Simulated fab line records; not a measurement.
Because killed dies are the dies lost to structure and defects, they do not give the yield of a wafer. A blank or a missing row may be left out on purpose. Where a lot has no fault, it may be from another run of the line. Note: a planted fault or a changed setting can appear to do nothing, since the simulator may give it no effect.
Code-filled problem report in 8D (eight disciplines) form -- flow gf180mcu -- the parts of the form that need people (team, actions taken, sign-off) are left out

1. WHAT IS WRONG
Wafers free of any fault read 0.328 ohm/sq (standard deviation 0.0051) for V5_W_RS at GF_V5_RS_MEAS_24, against a mean of 0.524 ohm/sq on 4 wafers of 2 lots. Measured from the usual mean, that is +38 standard deviations.
The step: measures by four-point-probe.
The first sign was on wafer L567.2 at day 33 02:20, on film metro-02. At this step, 34 wafers from 12 lots have a number in the record. By rule, "out" or "out of limits" means more than 4 standard deviations away from the usual mean. The rest of the wafers with a number are treated as sound.

2. WHAT IT IS, AND WHAT IT ISN'T
question,is,is not
which readings at this step,V5_W_RS,-
which lots,"L567, L569","L547, L550, L551, L553, L554, L556, L557, L559, L563, L568"
which wafers of those lots,all that have a number,-
read on which gauges,film metro-02,"film metro-01, film metro-03"
when,from day 33 02:20,up to then (27 sound wafers); but 3 sound wafers of L568 came after

3. THE SUSPECTS, EACH WITH WHAT RULES IT OUT
Counting: a tool at a process step up to the reading stays a suspect if it ran every lot that is out and no sound lot after the first of them.
- the gauge at GF_V5_RS_MEAS_24: ruled out. All the wafers that are out were read on film metro-02, but those of them that GF_V5_CVD_23 has rows for are out there too, on other tools.
- cvd w-02 at GF_V5_CVD_23 (deposits W, target thk 350 nm, time 104.9 s): kept. All lots that are out passed through it, beginning with L567 at day 33 02:12, and no sound lot followed; its final sound lot before that point was L563 at day 32 04:25. Out on those wafers are its own readings of chamber pressure Torr.
Left after counting: cvd w-02 at GF_V5_CVD_23.

4. THE CAUSE (what the simulator had put in)
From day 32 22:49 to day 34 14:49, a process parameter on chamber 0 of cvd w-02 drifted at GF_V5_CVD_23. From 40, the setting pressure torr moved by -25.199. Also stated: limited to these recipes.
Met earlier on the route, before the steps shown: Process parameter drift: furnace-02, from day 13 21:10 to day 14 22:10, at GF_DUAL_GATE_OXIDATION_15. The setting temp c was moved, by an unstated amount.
The count eliminated every tool but this one.

5. THE EFFECT CHAIN, in route order
Each row: a reading whose mean over the struck wafers that have a number lies more than 3 standard deviations from the usual. Only readings whose record carries a usual standard deviation are examined. hours: median over the lots of the time between each lot's start at the first step of this table that gives one and its start at this step. sigmas: the change, counted in usual standard deviations.
hours,step,reading,usual,on struck wafers,change,sigmas
0,GF_V5_CVD_23,chamber pressure Torr,40.00 Torr,14.77,-25.23,-99 or more
0,GF_V5_RS_MEAS_24,V5_W_RS,0.328 ohm/sq,0.524,+0.196,+38
4,GF_V5_THK_MEAS_25,V5_W_THK,362 nm,225,-137,-23
13,GF_V5_CMP_26,time to endpoint s,85.1 s,51.7,-33.4,-12
Process steps it contains:
- GF_V5_CVD_23: deposits W, target thk 350 nm, time 104.9 s.
- GF_V5_CMP_26: polishes, stops on SiO2, t overpolish 15 s, target thk 0 nm.

6. HOW IT WOULD HAVE BEEN CAUGHT EARLIER
In this record the first reading out of limits at a measuring or inspecting step was taken at day 33 02:20, 4 hours after the fault began at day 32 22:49.
The tool's own readings at GF_V5_CVD_23 were out on every struck wafer that the step has a row for (chamber pressure Torr): an alarm limit on them would have fired on the first of those.
Of the lots that are out (2), L569 began GF_V5_CVD_23 on cvd w-02 after day 33 02:20. A tool hold placed at that time would have kept it from harm.
